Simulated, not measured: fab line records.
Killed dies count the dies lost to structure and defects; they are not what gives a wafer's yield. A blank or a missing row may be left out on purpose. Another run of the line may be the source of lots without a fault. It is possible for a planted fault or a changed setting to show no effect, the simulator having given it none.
Check of tool commonality ; flow sky130 ; Sampled: 12 lots, 36 wafers

== THE REASON FOR OPENING IT ==
SKY_RES_XHIGH_TW_MEAS_09, reading RES_XHIGH_TW: flagged on 1 of 12 lots. No-fault wafers: 1639, standard deviation 15.
Rule: flag the lot when none of its wafers has a number, or when each of its wafers that has one lies beyond 4 standard deviations from that mean. The rest of the lots are taken to be sound.

lot;measured;on;RES_XHIGH_TW, wafer by wafer;flag
L525;day 26 18:40;filmMetro-01;1638 1653 1648;
L526;day 26 23:56;filmMetro-01;1654 1651 1650;
L528;day 28 00:40;filmMetro-03;1621 1621 1621;
L529;day 28 09:08;filmMetro-04;1665 1675 1663;
L531;day 28 21:37;filmMetro-04;1665 1653 1656;
L533;day 30 08:46;filmMetro-01;30 30 30;FLAGGED
L542;day 32 11:33;filmMetro-01;1627 1623 1619;
L543;day 32 15:38;filmMetro-04;1651 1661 1660;
L544;day 33 17:10;filmMetro-01;1637 1636 1632;
L545;day 33 21:19;filmMetro-01;1634 1636 1633;
L546;day 33 22:34;filmMetro-03;1629 1629 1626;
L547;day 34 02:47;filmMetro-03;1626 1625 1635;
On average the flagged lots read 30, which is -1609 against the usual, or -99 or more standard deviations.

== EACH LOT AND THE TOOL IT RAN ON ==
The record holds 2 process steps before the reading, out of a route of 708 steps. Cell contents, in order: the tool; ch with the chambers the sampled wafers went through; the start.
lot;flag;SKY_RES_PROTECT_STRIP_07;SKY_RES_XHIGH_EXPOSE_04
L525;;plasmaAsher-02 ch 0,1, day 15 08:05;ilineStepper-01 ch 0, day 26 03:46
L526;;plasmaAsher-01 ch 0,1, day 15 11:22;ilineStepper-01 ch 0, day 26 09:55
L528;;plasmaAsher-01 ch 0,1, day 16 06:37;ilineStepper-01 ch 0, day 27 10:01
L529;;plasmaAsher-01 ch 0,1, day 16 17:22;ilineStepper-01 ch 0, day 27 19:29
L531;;plasmaAsher-04 ch 0, day 17 06:22;ilineStepper-02 ch 0, day 28 07:17
L533;FLAGGED;plasmaAsher-02 ch 0,1, day 19 00:29;ilineStepper-02 ch 0, day 29 20:40
L542;;plasmaAsher-02 ch 0,1, day 21 19:04;ilineStepper-01 ch 0, day 31 20:50
L543;;plasmaAsher-02 ch 0,1, day 21 22:04;ilineStepper-02 ch 0, day 32 01:01
L544;;plasmaAsher-02 ch 0,1, day 22 04:22;ilineStepper-02 ch 0, day 33 02:19
L545;;plasmaAsher-04 ch 0,1, day 22 21:52;ilineStepper-02 ch 0, day 33 07:37
L546;;plasmaAsher-01 ch 0,1, day 23 01:22;ilineStepper-01 ch 0, day 33 08:45
L547;;plasmaAsher-01 ch 0,1, day 23 03:04;ilineStepper-01 ch 0, day 33 13:47
What these steps do:
- SKY_RES_PROTECT_STRIP_07: strips in O2/N2.
- SKY_RES_XHIGH_EXPOSE_04: exposes mask URPM, target cd 1270 nm.
- SKY_RES_XHIGH_TW_MEAS_09

== FLAGGED AGAINST TOTAL, ONE TOOL AT A TIME (gauges that did the reading follow at the end) ==
step;tool;lots run;flagged;share of the flagged lots;sound lots run after its first flagged lot
SKY_RES_PROTECT_STRIP_07;plasmaAsher-01;5;0;none;-
SKY_RES_PROTECT_STRIP_07;plasmaAsher-02;5;1;all;3 (L542,L543,L544)
SKY_RES_PROTECT_STRIP_07;plasmaAsher-04;2;0;none;-
SKY_RES_XHIGH_EXPOSE_04;ilineStepper-01;7;0;none;-
SKY_RES_XHIGH_EXPOSE_04;ilineStepper-02;5;1;all;3 (L543,L544,L545)
SKY_RES_XHIGH_TW_MEAS_09;filmMetro-01;6;1;all;3 (L542,L544,L545)
SKY_RES_XHIGH_TW_MEAS_09;filmMetro-03;3;0;none;-
SKY_RES_XHIGH_TW_MEAS_09;filmMetro-04;3;0;none;-

== WHAT THE TABLE PERMITS ==
3 rows of the table ran every flagged lot: plasmaAsher-02 at SKY_RES_PROTECT_STRIP_07, ilineStepper-02 at SKY_RES_XHIGH_EXPOSE_04, filmMetro-01 at SKY_RES_XHIGH_TW_MEAS_09.
- plasmaAsher-02 at SKY_RES_PROTECT_STRIP_07: 1 of its 5 lots flagged. After the first flagged lot (L542, L543, L544), sound lots still ran on it; a lasting fault on the whole tool would not permit that.
- ilineStepper-02 at SKY_RES_XHIGH_EXPOSE_04: 1 of its 5 lots flagged. After the first flagged lot (L543, L544, L545), sound lots still ran on it; a lasting fault on the whole tool would not permit that.
- filmMetro-01 at SKY_RES_XHIGH_TW_MEAS_09: 1 of its 6 lots flagged. After the first flagged lot (L542, L544, L545), sound lots still ran on it; a lasting fault on the whole tool would not permit that.
None of the table's rows ran every flagged lot and, after the first, no sound lot.

== WHAT THE SIMULATOR HAD PUT IN ==
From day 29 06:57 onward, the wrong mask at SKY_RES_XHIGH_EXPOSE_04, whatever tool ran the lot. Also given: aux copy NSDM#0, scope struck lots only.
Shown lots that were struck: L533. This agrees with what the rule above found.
